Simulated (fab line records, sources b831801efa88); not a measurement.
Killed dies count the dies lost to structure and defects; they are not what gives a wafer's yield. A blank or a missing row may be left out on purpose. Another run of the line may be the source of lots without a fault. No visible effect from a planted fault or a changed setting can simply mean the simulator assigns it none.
Problem report, 8D (eight disciplines) form, completed by code + flow gf180mcu + the parts of the form that need people (team, actions taken, sign-off) are left out

== 1. PROBLEM STATEMENT ==
rf-fwd-power-W at GF_PASSIVATION_ETCH_11 reads a mean of 925.9 W on 6 wafers of 2 lots; wafers without a fault read 798.1 W with a standard deviation of 2.2. Relative to the usual mean, that is a shift of +58 standard deviations.
The step: etches the open film in CF4/O2, stops on TiN, target depth 2040 nm, time 453.3 s.
The first sign was on wafer L889.1 at day 32 12:09, on rie-diel-01. The record has a number at this step for 33 wafers belonging to 11 lots. Rule for "out" (also "out of limits"): further than 4 standard deviations from the usual mean. All remaining wafers that have a number are taken as sound.

== 2. WHAT IT IS, AND WHAT IT ISN'T ==
| question                    | is                     | is not                                                                          |
|-----------------------------|------------------------|---------------------------------------------------------------------------------|
| which readings at this step | rf-fwd-power-W         | drypump-motor-current-A, throttle-valve-pct                                     |
| which lots                  | L889, L891             | L877, L879, L880, L882, L883, L884, L897, L898, L899                            |
| which wafers of those lots  | all that have a number | -                                                                               |
| read on which tools         | rie-diel-01            | rie-diel-03, rie-diel-04                                                        |
| when                        | from day 32 12:09      | up to then (18 sound wafers); but 9 sound wafers of L897, L898, L899 came after |

== 3. WHAT RULES OUT EACH SUSPECT ==
Counting: any tool at a process step up to the reading is kept as a suspect provided that every lot that is out went through it and no sound lot did after the first of them.
- pvd-sputter-01 at GF_MIM_SPUTTER_03 (material Ti, target thk 10 nm, time 6.7 s): kept. It processed each lot that is out, first L889 at day 28 12:07, and no sound lot thereafter; up to then, the last sound lot it processed was L884 at day 27 02:47.
- rie-diel-01 at GF_PASSIVATION_ETCH_11 (etches the open film in CF4/O2, stops on TiN, target depth 2040 nm, time 453.3 s): kept. It processed each lot that is out, first L889 at day 32 12:09, and no sound lot thereafter; up to then, the last sound lot it processed was L880 at day 29 15:21. Its own readings are out on those wafers: rf-fwd-power-W.
Remaining after the count are pvd-sputter-01 at GF_MIM_SPUTTER_03 and rie-diel-01 at GF_PASSIVATION_ETCH_11.

== 4. THE CAUSE (what the simulator had put in) ==
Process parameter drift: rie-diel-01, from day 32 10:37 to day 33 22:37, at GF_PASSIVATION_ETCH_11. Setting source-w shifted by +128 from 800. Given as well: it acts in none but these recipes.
After counting, 2 suspects remain, this tool included.

== 5. THE EFFECT CHAIN, in route order ==
Each row: a reading whose mean over the struck wafers that have a number lies more than 3 standard deviations from the usual. Only readings whose record carries a usual standard deviation are examined. hours: median over the lots of the time between each lot's start at the first step of this table that gives one and its start at this step. sigmas: the change, counted in usual standard deviations.
| hours | step                    | reading                  | usual   | on struck wafers | change | sigmas |
|-------|-------------------------|--------------------------|---------|------------------|--------|--------|
| 0     | GF_PASSIVATION_ETCH_11  | rf-fwd-power-W           | 798.1 W | 925.9            | +127.8 | +58    |
| 0     | GF_PASSIVATION_STRIP_12 | strip-time-to-endpoint-s | 32.96 s | 30.81            | -2.15  | -10    |
The process steps in it:
- GF_PASSIVATION_ETCH_11: etches the open film in CF4/O2, stops on TiN, target depth 2040 nm, time 453.3 s.
- GF_PASSIVATION_STRIP_12: strips in O2/N2.

== 6. WHAT WOULD HAVE CAUGHT IT SOONER ==
The fault began at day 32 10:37; the first out-of-limits reading in this record came at day 32 12:09, 2 hours later.
